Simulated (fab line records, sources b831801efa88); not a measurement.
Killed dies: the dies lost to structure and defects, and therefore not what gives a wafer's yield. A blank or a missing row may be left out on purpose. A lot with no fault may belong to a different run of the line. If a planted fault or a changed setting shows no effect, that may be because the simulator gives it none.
Which tool did it? | flow sky130 | 11 lots with 33 wafers sampled at 5 steps, on a route of 708 steps

WHAT THE GAUGES SHOWED, per wafer
SKY_CAPM_THK_MEAS_01.
lot  | measured     | on            | CAPM_CVD_00_THK (nm)
L986 | day 36 00:59 | film_metro-01 | 15.51 15.64 15.41
L987 | day 36 09:35 | film_metro-03 | 15.39 15.55 15.46
L988 | day 36 16:23 | film_metro-03 | 15.68 15.84 15.81
L991 | day 38 01:34 | film_metro-03 | 15.31 15.20 15.74
L992 | day 39 01:32 | film_metro-03 | 15.09 15.25 15.70
L994 | day 39 02:20 | film_metro-02 | 15.27 15.34 15.72
L995 | day 39 08:22 | film_metro-02 | 15.41 15.45 15.66
L102 | day 41 06:28 | film_metro-03 | 15.47 15.27 15.74
L104 | day 42 01:38 | film_metro-03 | 15.23 15.39 15.50
L105 | day 42 06:13 | film_metro-01 | 15.56 15.86 15.94
L109 | day 42 23:59 | film_metro-03 | 15.67 15.70 15.51

SKY_VIA4_THK_MEAS_01.
lot  | measured     | on            | VIA4_HDPCVD_THK (nm)
L986 | day 41 12:39 | film_metro-04 | 1766 1763 1784
L987 | day 41 18:05 | film_metro-03 | 1762 1748 1762
L988 | day 42 03:01 | film_metro-04 | 1724 1742 1781
L991 | day 43 07:25 | film_metro-03 | 1752 1732 1748
L992 | day 44 07:10 | film_metro-03 | 1769 1760 1776
L994 | day 44 06:20 | film_metro-03 | 1767 1746 1754
L995 | day 44 11:28 | film_metro-03 | 1741 1736 1765
L102 | day 46 03:50 | film_metro-04 | 1766 1754 2389
L104 | day 46 20:00 | film_metro-03 | 1735 1718 1746
L105 | day 47 00:56 | film_metro-03 | 1754 1766 1743
L109 | day 47 15:24 | film_metro-01 | 1708 1736 1732

EACH LOT AND THE TOOL THAT RAN IT (in order: tool; ch and the chambers of the sampled wafers; start)
lot  | SKY_CAPM_CVD_00                 | SKY_METAL4_STRIP_19                  | SKY_VIA4_HDPCVD_00
L986 | pecvd-01 ch 0,1,2, day 36 00:58 | plasma_asher-02 ch 0,1, day 41 11:49 | hdpcvd-01 ch 1,2, day 41 12:28
L987 | pecvd-04 ch 1,2, day 36 09:34   | plasma_asher-03 ch 0,1, day 41 17:19 | hdpcvd-01 ch 1,2, day 41 17:55
L988 | pecvd-02 ch 0,1,2, day 36 16:21 | plasma_asher-02 ch 0,1, day 42 02:14 | hdpcvd-01 ch 0,1,2, day 42 02:53
L991 | pecvd-01 ch 0,2, day 38 01:32   | plasma_asher-01 ch 0,1, day 43 06:37 | hdpcvd-02 ch 0,1,2, day 43 07:14
L992 | pecvd-01 ch 0,1, day 39 01:29   | plasma_asher-01 ch 0,1, day 44 06:24 | hdpcvd-01 ch 0,2, day 44 06:58
L994 | pecvd-04 ch 1,2, day 39 02:17   | plasma_asher-03 ch 0,1, day 44 05:34 | hdpcvd-02 ch 0,1,2, day 44 06:09
L995 | pecvd-01 ch 0,1,2, day 39 08:20 | plasma_asher-03 ch 0,1, day 44 10:41 | hdpcvd-02 ch 1,2, day 44 11:17
L102 | pecvd-04 ch 0,1,2, day 41 06:26 | plasma_asher-02 ch 0,1, day 46 03:04 | hdpcvd-01 ch 1,2, day 46 03:40
L104 | pecvd-02 ch 0,1, day 42 01:36   | plasma_asher-03 ch 0,1, day 46 19:13 | hdpcvd-02 ch 0,1,2, day 46 19:49
L105 | pecvd-01 ch 2, day 42 06:10     | plasma_asher-03 ch 0,1, day 47 00:08 | hdpcvd-02 ch 0,1,2, day 47 00:45
L109 | pecvd-01 ch 0,2, day 42 23:58   | plasma_asher-02 ch 0,1, day 47 14:35 | hdpcvd-02 ch 1,2, day 47 15:13
- SKY_CAPM_CVD_00: deposits SiO2, target thk 15.5 nm.
- SKY_METAL4_STRIP_19: strips in O2/N2.
- SKY_VIA4_HDPCVD_00: deposits SiO2, target thk 1750 nm, time 291.7 s.

AS READ BY THE TOOLS THEMSELVES (means over the sampled wafers that have a number; for cases with no such wafer, the mark the record gives instead)
SKY_CAPM_CVD_00.
lot  | tool     | heater_power_w (W)
L986 | pecvd-01 | 759
L987 | pecvd-04 | 824
L988 | pecvd-02 | 746
L991 | pecvd-01 | 630
L992 | pecvd-01 | 818
L994 | pecvd-04 | 828
L995 | pecvd-01 | 794
L102 | pecvd-04 | 839
L104 | pecvd-02 | 776
L105 | pecvd-01 | 664
L109 | pecvd-01 | 773

SKY_METAL4_STRIP_19.
lot  | tool            | drypump_motor_current_A (A) | oes_product_au (a.u.) | strip_time_to_endpoint_s (s)
L986 | plasma_asher-02 | 5.61                        | 0.503                 | 6.62
L987 | plasma_asher-03 | 5.56                        | 0.499                 | 6.49
L988 | plasma_asher-02 | 5.35                        | 0.504                 | 6.60
L991 | plasma_asher-01 | 5.47                        | 0.508                 | 6.58
L992 | plasma_asher-01 | 5.38                        | 0.499                 | 6.59
L994 | plasma_asher-03 | 5.65                        | 0.500                 | 6.59
L995 | plasma_asher-03 | 5.56                        | 0.503                 | 6.59
L102 | plasma_asher-02 | 5.35                        | 0.503                 | 6.58
L104 | plasma_asher-03 | 5.63                        | 0.504                 | 6.55
L105 | plasma_asher-03 | 5.57                        | 0.507                 | 6.55
L109 | plasma_asher-02 | 5.37                        | 0.499                 | 6.46

SKY_VIA4_HDPCVD_00.
lot  | tool      | pressure_mtorr (mTorr)
L986 | hdpcvd-01 | 5.998
L987 | hdpcvd-01 | 6.007
L988 | hdpcvd-01 | 5.993
L991 | hdpcvd-02 | 5.996
L992 | hdpcvd-01 | 6.007
L994 | hdpcvd-02 | 6.009
L995 | hdpcvd-02 | 6.009
L102 | hdpcvd-01 | 5.998
L104 | hdpcvd-02 | 6.003
L105 | hdpcvd-02 | 6.007
L109 | hdpcvd-02 | 5.991

THE ANSWER, worked out from the rows above alone
Rule: the usual values come from the lots themselves. Put in order of their means at a reading, lots are off if they are a third of the lots or fewer, leave a main group of 4 or more, and stand apart from it by a gap of 3 or more times the standard deviation of the main group's means; of several such gaps the widest counts. Not used: any main group whose means are identical at the precision the tables above print for the reading. A lot without any number at a reading at which 4 lots or more have one is off too. Any other lot the step has rows for is counted as sound. After the gauges, taken in route order, come the tools' own readings; for these a lot's mean is taken, as printed above. At the first step where some lot is off, the reading lying furthest off is the one used; lots without a number count as furthest.
Off: L102, seen at SKY_VIA4_THK_MEAS_01 (VIA4_HDPCVD_THK). Mean 1751 nm and standard deviation 13 in the main group.
If a tool, at a process step before that reading, ran all the lots that are off and no sound lot after the first of them, it fits. The gauges at SKY_VIA4_THK_MEAS_01 are tried like those tools. Can't be told from this: 3 tools fit, pecvd-04 at SKY_CAPM_CVD_00, hdpcvd-01 at SKY_VIA4_HDPCVD_00, film_metro-04 at SKY_VIA4_THK_MEAS_01.

WHAT WAS PUT IN BY THE SIMULATOR
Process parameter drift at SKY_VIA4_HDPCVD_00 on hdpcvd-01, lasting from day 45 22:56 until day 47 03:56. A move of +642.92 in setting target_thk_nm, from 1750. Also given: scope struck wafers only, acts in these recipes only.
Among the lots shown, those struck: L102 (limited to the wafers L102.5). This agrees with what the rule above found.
